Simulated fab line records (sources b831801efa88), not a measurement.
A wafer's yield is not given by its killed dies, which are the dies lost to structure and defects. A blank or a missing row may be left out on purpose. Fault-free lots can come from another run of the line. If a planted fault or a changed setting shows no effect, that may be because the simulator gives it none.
Which tool was responsible?    flow gf180mcu    18 wafers from 6 lots sampled at 2 of the route's 602 steps

== WHAT EACH GAUGE READ, for each wafer ==
GF_LVPWELL_TW_MEAS_11.
lot   measured     on             LVPWELL_TW
L126  day 4 08:07  film-metro-04  564 566 563
L128  day 4 18:59  film-metro-02  557 557 559
L131  day 5 15:08  film-metro-04  566 566 568
L135  day 6 10:46  film-metro-01  557 558 558
L140  day 7 15:30  film-metro-01  535 537 536
L146  day 8 23:28  film-metro-01  560 558 553

== TOOL THAT RAN EACH LOT (tool first, then ch and the chambers of the sampled wafers, then the start) ==
lot   GF_LVPWELL_IMPLANT_08
L126  implanter-02 ch 0, day 4 07:44
L128  implanter-04 ch 0, day 4 18:35
L131  implanter-03 ch 0, day 5 14:44
L135  implanter-02 ch 0, day 6 10:22
L140  implanter-02 ch 0, day 7 15:08
L146  implanter-04 ch 0, day 8 23:04
- GF_LVPWELL_IMPLANT_08

== THE ANSWER, worked out from the rows above alone ==
Rule: usual is defined by the lots themselves. The widest of any qualifying gaps counts: lots, ordered by their means at a reading, are off when they make up no more than a third of the lots, leave a main group of 4 or more, and stand apart from it by 3 or more times the standard deviation of that group's means. Not used: any main group whose means are identical at the precision the tables above print for the reading. A lot without any number at a reading at which 4 lots or more have one is off too. The other lots that the step has rows for count as sound.
Off: at GF_LVPWELL_TW_MEAS_11 (LVPWELL_TW), L140. Mean 561 and standard deviation 4 in the main group.
A tool fits if, at a process step before that reading, it ran every lot that is off, and no sound lot after the first of them. Gauges at GF_LVPWELL_TW_MEAS_11: tried the same way as those tools. One fits: GF_LVPWELL_IMPLANT_08 on implanter-02. A fault onset in the window from L135 (day 6 10:22, its last sound lot) to L140 (day 7 15:08, its first lot off) fits.

== WHAT THE SIMULATOR HAD PUT IN ==
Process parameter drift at GF_LVPWELL_IMPLANT_08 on implanter-02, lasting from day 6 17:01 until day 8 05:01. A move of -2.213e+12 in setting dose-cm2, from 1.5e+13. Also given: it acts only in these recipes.
Lots struck among those shown: L140. The same result came from the rule above.
